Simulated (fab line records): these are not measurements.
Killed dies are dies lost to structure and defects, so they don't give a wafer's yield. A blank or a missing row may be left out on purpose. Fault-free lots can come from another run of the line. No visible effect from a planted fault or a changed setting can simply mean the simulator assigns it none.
fab line records    flow sfq_line
record lots=6  wafers=18  last_day=100
route steps=325 shown M1@62 I1@73
lots untouched by any fault: they come from a run of this same line in which no faults occurred
start_h: the number of hours between the record's first day and the start of the first shown wafer of the lot    wait_h: how many hours have passed since the lot's step before this one    " repeats the value in the row above    L1.1+2: a single row standing in for several wafers    - no value, or no start was given    * or withheld: withheld    < > ~ a bound
route shown NAME@n: NAME is a module with steps in the file, n the number in the route of the first one    usual: average and standard deviation across the fault-free wafers    same: alike in all rows    chamber/n: place in a boat    sites: the reading at each site    _std_site: standard deviation of those values    _edge_site: the outer-site mean with the inner-site mean subtracted    radius_mm: for every site, how far away it sits from the centre of the wafer    mask NAME#n: copy n    behind: the tool/chamber that last shaped the wafer    hold: the reason the lot was held/the length of the hold in hours/how it ended    device: the n, p or np transistor that did not switch    end of line: at the end of the route, the tests of the same wafers    a step with no rows: only its recipe    killed: the dies lost at the first sort to structure and to defects; this is not the yield of the wafer    map: shows each die of a wafer: x if killed, . if not, _ if none is there
set.NAME: setting as actually run; set.NAME@STEP: the setting as run at that earlier step    model.NAME: the simulator's own value behind a step, which no gauge read
a table for each step, a row for each wafer; lots at some steps of the route
services: a tool's chamber out of use, with start hour (start_h, from the record's first day; less than 0 if before it), hours out, and reason
## steps
# step SFQ_TRILAYER_M1_LITHO_COAT_044
# recipe resist=BARC  spin_rpm=3000  resist_thk_nm=62
# step SFQ_TRILAYER_M1_LITHO_COAT_039
# recipe resist=KrF  spin_rpm=3000  resist_thk_nm=600
# step SFQ_TRILAYER_M1_LITHO_SOFTBAKE_043
# recipe temp_c=withheld  time_s=withheld  resist=KrF
# step SFQ_TRILAYER_M1_LITHO_EXPOSE_040
# recipe mask_id=M1  na=0.6  source_shape=conventional  sigma_outer=0.65  target_cd_nm=500  dose_mj=14.4
# step SFQ_TRILAYER_M1_LITHO_PEB_042
# recipe peb_temp_c=115  peb_time_s=60  resist=KrF
# step SFQ_TRILAYER_M1_LITHO_DEVELOP_041
# recipe time_s=60  resist=KrF
# step SFQ_M1_OVL_MEAS_911
# usual M1_OVL=2/4.5
lot.wafer  tool        chamber  start_h  wait_h  M1_OVL[nm]
L190.2     overlay-01  -        584.03   0.1     10
L190.4     "           -        "        "       3
L190.6     "           -        "        "       3
L191.1     overlay-02  -        588.82   0.1     -4
L191.3     "           -        "        "       1
L191.5     "           -        "        "       -4
L204.1     overlay-02  -        730.16   0.1     4
L204.5     "           -        "        "       9
L204.6     "           -        "        "       8
L209.1     overlay-01  -        772.76   0.1     2
L209.2     "           -        "        "       0
L209.5     "           -        "        "       3
L211.2     overlay-01  -        791.65   0.1     -4
L211.3     "           -        "        "       -4
L211.6     "           -        "        "       -3
L212.2     overlay-02  -        797.65   0.1     -1
L212.4     "           -        "        "       -4
L212.5     "           -        "        "       -3
# step SFQ_TRILAYER_M1_BARC_OPEN_METAL_ETCH_054
# recipe mask_material=PR  chemistry=O2  target_depth_nm=125  target=BARC  icp_w=600  bias_w=80  pressure_mtorr=10  time_s=41.7
# usual drypump_motor_current_A=6.0/0.47  oes_product_au=0.685/0.0047
lot.wafer  tool          chamber  start_h  wait_h  drypump_motor_current_A  oes_product_au  rf_hours_counter_h
L190.2     rie_metal-03  1        584.06   0.0     5.3                      0.691           57
L190.4     "             1        "        "       5.3                      0.680           -
L190.6     "             1        "        "       5.2                      0.684           -
L191.1     rie_metal-03  1        588.86   0.0     5.3                      0.691           57
L191.3     "             1        "        "       5.3                      0.676           -
L191.5     "             1        "        "       5.3                      0.696           -
L204.1     rie_metal-04  0        730.20   0.0     6.7                      0.693           13
L204.5     "             1        "        "       6.1                      0.682           -
L204.6     "             0        "        "       6.7                      0.679           -
L209.1     rie_metal-02  1        772.80   0.0     6.4                      0.678           23
L209.2     "             0        "        "       5.6                      0.689           124
L209.5     "             0        "        "       5.6                      0.683           -
L211.2     rie_metal-03  1        791.68   0.0     5.3                      0.688           94
L211.3     "             1        "        "       5.2                      0.690           -
L211.6     "             0        "        "       6.0                      0.695           -
L212.2     rie_metal-02  1        797.68   0.0     6.3                      0.686           27
L212.4     "             1        "        "       6.3                      0.694           -
L212.5     "             1        "        "       6.4                      0.689           -
# step SFQ_TRILAYER_M1_ETCH_METAL_ETCH_042
# recipe target=Nb  stop_on=SiO2  mask_material=PR  chemistry=Cl2/Ar  target_depth_nm=240  icp_w=600  bias_w=80  pressure_mtorr=10  time_s=120
# usual drypump_motor_current_A=6.0/0.47  oes_product_au=0.895/0.0073
lot.wafer  tool          chamber  start_h  wait_h  drypump_motor_current_A  oes_product_au  rf_hours_counter_h
L190.2     rie_metal-03  1        584.12   0.0     5.3                      0.878           57
L190.4     "             1        "        "       5.3                      0.881           -
L190.6     "             1        "        "       5.2                      0.889           -
L191.1     rie_metal-03  1        588.92   0.0     5.2                      0.909           57
L191.3     "             1        "        "       5.2                      0.906           -
L191.5     "             1        "        "       5.3                      0.898           -
L204.1     rie_metal-04  0        730.26   0.0     6.7                      0.899           13
L204.5     "             1        "        "       6.1                      0.899           -
L204.6     "             0        "        "       6.7                      0.886           -
L209.1     rie_metal-02  1        772.86   0.0     6.3                      0.896           23
L209.2     "             0        "        "       5.6                      0.885           124
L209.5     "             0        "        "       5.7                      0.886           -
L211.2     rie_metal-03  1        791.74   0.0     5.2                      0.904           94
L211.3     "             1        "        "       5.2                      0.899           -
L211.6     "             0        "        "       6.0                      0.909           -
L212.2     rie_metal-02  1        797.74   0.0     6.4                      0.887           27
L212.4     "             1        "        "       6.4                      0.893           -
L212.5     "             1        "        "       6.3                      0.889           -
# step SFQ_TRILAYER_M1_STRIP_STRIP_043
# recipe gas=O2  power_w=200  platen_temp_c=40  overash_fraction=0.65  chemistry=O2  pressure_mtorr=50
# usual drypump_motor_current_A=6.0/0.47  oes_product_au=1.002/0.0086
lot.wafer  tool          chamber  start_h  wait_h  drypump_motor_current_A  oes_product_au  rf_hours_counter_h
L190.2     rie_metal-03  1        584.24   0.1     5.2                      0.994           57
L190.4     "             1        "        "       5.2                      0.989           -
L190.6     "             1        "        "       5.3                      0.991           -
L191.1     rie_metal-03  1        589.04   0.1     5.3                      0.990           57
L191.3     "             1        "        "       5.3                      0.989           -
L191.5     "             1        "        "       5.3                      0.983           -
L204.1     rie_metal-04  0        730.39   0.1     6.7                      1.009           13
L204.5     "             1        "        "       6.1                      1.004           -
L204.6     "             0        "        "       6.7                      1.009           -
L209.1     rie_metal-02  1        772.99   0.1     6.3                      1.012           23
L209.2     "             0        "        "       5.6                      1.007           124
L209.5     "             0        "        "       5.6                      1.003           -
L211.2     rie_metal-03  1        791.86   0.1     5.3                      0.986           94
L211.3     "             1        "        "       5.3                      0.988           -
L211.6     "             0        "        "       6.0                      1.014           -
L212.2     rie_metal-02  1        797.86   0.1     6.3                      1.015           27
L212.4     "             1        "        "       6.4                      1.013           -
L212.5     "             1        "        "       6.4                      1.014           -
# step SFQ_TRILAYER_M1_STRIP_SOLV_CLEAN_044
# recipe chemistry=NMP  temp_c=70  time_s=600
# step SFQ_TRILAYER_I1_DEP_PECVD_045
# recipe material=SiO2  temp_c=150  time_s=111.11  pressure_torr=2.4  rf_w=183.3  precursor=SiH4/N2O  target_thk_nm=500
# usual chamber_pressure_Torr=2.400/0.0052  heater_power_w=89/9.2  throttle_valve_pct=24.9/0.98
lot.wafer  tool      chamber  start_h  wait_h  chamber_pressure_Torr  heater_power_w  since_wet_clean_h  throttle_valve_pct
L190.2     pecvd-03  2        585.02   0.0     2.399                  86              746                25.1
L190.4     "         2        "        "       2.412                  93              -                  25.1
L190.6     "         1        "        "       2.405                  76              -                  23.4
L191.1     pecvd-01  1        589.82   0.0     2.412                  91              382                23.9
L191.3     "         2        "        "       2.402                  71              382                24.1
L191.5     "         2        "        "       2.402                  76              -                  24.1
L204.1     pecvd-04  2        731.16   0.0     2.403                  95              1276               23.6
L204.5     "         2        "        "       2.409                  80              -                  23.6
L204.6     "         0        "        "       2.391                  101             -                  26.0
L209.1     pecvd-03  0        773.78   0.0     2.403                  86              935                26.3
L209.2     "         2        "        "       2.399                  99              935                25.6
L209.5     "         0        "        "       2.399                  92              -                  26.4
L211.2     pecvd-04  1        792.64   0.0     2.396                  70              1337               26.2
L211.3     "         2        "        "       2.394                  93              1337               23.8
L211.6     "         0        "        "       2.394                  99              -                  25.9
L212.2     pecvd-03  1        798.64   0.0     2.402                  83              960                24.1
L212.4     "         1        "        "       2.401                  84              -                  24.1
L212.5     "         2        "        "       2.401                  104             -                  25.8
# step SFQ_TRILAYER_I1_CMP_CMP_046
# recipe material=SiO2  down_force_psi=3  platen_rpm=60  pad_velocity_m_s=0.94248
# usual edge_zone_pressure_frac=1.000/0.0046  motor_current_A=10.5/0.75  platen_rpm=60.00/0.047  time_to_endpoint_s=217/8.2
lot.wafer  tool    chamber  start_h  wait_h  edge_zone_pressure_frac  motor_current_A  platen_rpm  time_to_endpoint_s
L190.2     cmp-01  1        585.10   0.0     0.997                    11.4             54.08       225
L190.4     "       3        586.10   1.0     0.999                    10.2             54.01       224
L190.6     "       1        587.10   2.0     1.002                    11.4             54.01       237
L191.3     cmp-01  1        590.90   1.0     1.004                    11.8             54.02       232
L191.1     "       2        "        "       1.000                    9.5              54.00       239
L191.5     "       0        592.40   2.5     0.994                    10.0             54.08       244
L204.1     cmp-02  3        738.23   7.0     0.998                    11.5             60.01       197
L204.6     "       0        "        "       0.997                    10.8             59.98       213
L204.5     "       1        "        "       0.995                    10.6             60.01       206
L209.2     cmp-01  3        774.35   0.5     1.003                    10.0             59.98       202
L209.1     "       1        775.35   1.5     0.998                    10.8             60.07       221
L209.5     "       2        "        "       0.999                    8.6              60.05       227
L211.2     cmp-01  2        803.96   11.3    0.998                    9.5              59.99       224
L211.3     "       1        805.46   12.8    0.996                    11.7             59.96       218
L211.6     "       3        806.46   13.8    1.005                    10.0             60.00       213
L212.2     cmp-02  3        808.34   9.7     0.999                    11.4             59.98       224
L212.4     "       0        "        "       1.003                    10.5             60.07       230
L212.5     "       3        810.34   11.6    1.002                    11.6             60.09       224
# step SFQ_I1_BOW_MEAS_912
# recipe mode=bow
# usual I1_BOW=2/8
lot.wafer  tool           chamber  start_h  wait_h  I1_BOW[um]
L190.2     film_metro-03  -        588.12   2.5     8
L190.4     "              -        "        "       -13
L190.6     "              -        "        "       2
L191.1     film_metro-03  -        592.90   1.0     4
L191.3     "              -        "        "       -5
L191.5     "              -        "        "       0
L204.1     film_metro-04  -        739.73   1.0     -3
L204.5     "              -        "        "       -9
L204.6     "              -        "        "       -3
L209.1     film_metro-04  -        776.85   1.0     -18
L209.2     "              -        "        "       -14
L209.5     "              -        "        "       -1
L211.2     film_metro-02  -        806.98   2.5     -1
L211.3     "              -        "        "       3
L211.6     "              -        "        "       5
L212.2     film_metro-03  -        810.86   2.0     -3
L212.4     "              -        "        "       19
L212.5     "              -        "        "       4
## services
tool          chamber  start_h  hours  kind
pecvd-04      1        562.45   11.3   repair
rie_metal-02  1        565.61   -      clean
rie_metal-02  1        565.61   24.2   scheduled_down
cmp-02        -        571.10   0.3    repair
cmp-02        -        575.68   4.0    pm
rie_metal-03  0        591.17   129.4  repair
pecvd-01      -        592.43   1.7    repair
cmp-01        -        610.96   17.5   repair
cmp-01        -        628.45   5.0    pm
pecvd-04      0        631.34   33.4   repair
rie_metal-04  -        643.40   0.5    repair
pecvd-03      -        664.59   1.2    repair
rie_metal-02  -        673.39   1.9    repair
rie_metal-02  1        686.46   5.0    repair
cmp-01        -        692.46   0.6    repair
cmp-01        -        697.03   3.8    repair
rie_metal-03  1        698.54   26.8   repair
cmp-01        -        712.88   7.0    pm
rie_metal-03  -        720.57   14.6   pm
cmp-01        -        745.02   4.0    pm
cmp-02        -        760.25   1.3    repair
pecvd-01      -        782.11   6.0    pm
rie_metal-03  -        789.94   1.3    repair
rie_metal-02  -        794.30   0.2    repair
## key
first_sign step=SFQ_TRILAYER_I1_CMP_CMP_046  reading=platen_rpm  direction=down  sigmas=99+  usual=60.00  struck=54.03
effect step=SFQ_TRILAYER_I1_CMP_CMP_046  reading=time_to_endpoint_s  direction=up  sigmas=2  usual=*  struck=*
met_at SFQ_TRILAYER_I1_CMP_CMP_046
struck_wafers L190.2,L190.4,L190.6,L191.1,L191.3,L191.5
fault kind=process_parameter_drift  tool=cmp-01  chamber=-  onset_h=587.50  steps=SFQ_TRILAYER_I1_CMP_CMP_046  channel=platen_rpm  offset=-6  shape=step  end_h=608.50  acts_in=these_recipes_only  stated=60
